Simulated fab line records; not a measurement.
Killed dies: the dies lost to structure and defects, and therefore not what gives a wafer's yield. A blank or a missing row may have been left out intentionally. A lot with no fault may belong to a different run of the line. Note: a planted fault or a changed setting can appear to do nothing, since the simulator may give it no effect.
The same fault as seen by 2 desks ; flow sky130 ; only its own numbers are on each desk; what lay behind them is given at the end

AT THE METROLOGY DESK
What the gauges read, lot by lot, whatever tool the lot ran on: means of the sampled wafers that have a number. Marked OUT: a lot whose mean sits more than 4 standard deviations from the usual mean, which makes it out of limits; the brackets give that distance.
Columns: A = METAL2_OVL at SKY_METAL2_OVL_MEAS_16, usual 1 nm
lot;first seen here;A
L594;day 35 09:33;0
L595;day 35 14:25;-1
L596;day 35 23:36;4
L597;day 36 13:09;8
L600;day 37 06:27;0
L607;day 39 09:16;5
L611;day 40 15:02;3
L610;day 40 15:22;1
L612;day 41 02:41;5
L613;day 41 11:23;-1
L614;day 41 19:38;5
L617;day 42 06:19;-3
Result from this desk: across the 12 lots, nothing is out of limits.

THE TOOL OWNER'S DESK: plasma_asher-04
The tool's own readings at SKY_METAL2_STRIP_20 (strips in O2/N2): means of the sampled wafers that have a number, for each lot that ran on this tool. Marked OUT: a lot whose mean sits more than 4 standard deviations from the usual mean, which makes it out of limits; the brackets give that distance.
Columns: A = drypump_motor_current_A at SKY_METAL2_STRIP_20, usual 5.6 A; B = oes_product_au at SKY_METAL2_STRIP_20, usual 0.341 a.u.; C = strip_time_to_endpoint_s at SKY_METAL2_STRIP_20, usual 2.68 s
lot;first seen here;A;B;C
L597;day 36 13:22;5.9;0.344;2.67
L600;day 37 06:40;6.2;0.343;2.72
L607;day 39 09:29;5.9;0.344;2.67
L610;day 40 15:35;6.2;0.346;2.72
Result from this desk: across the 4 lots, nothing is out of limits.

ALL TOGETHER
The metrology desk saw nothing out of limits.
Nothing out of limits was seen by the tool owner's desk.

WHAT HAD BEEN PUT IN BY THE SIMULATOR
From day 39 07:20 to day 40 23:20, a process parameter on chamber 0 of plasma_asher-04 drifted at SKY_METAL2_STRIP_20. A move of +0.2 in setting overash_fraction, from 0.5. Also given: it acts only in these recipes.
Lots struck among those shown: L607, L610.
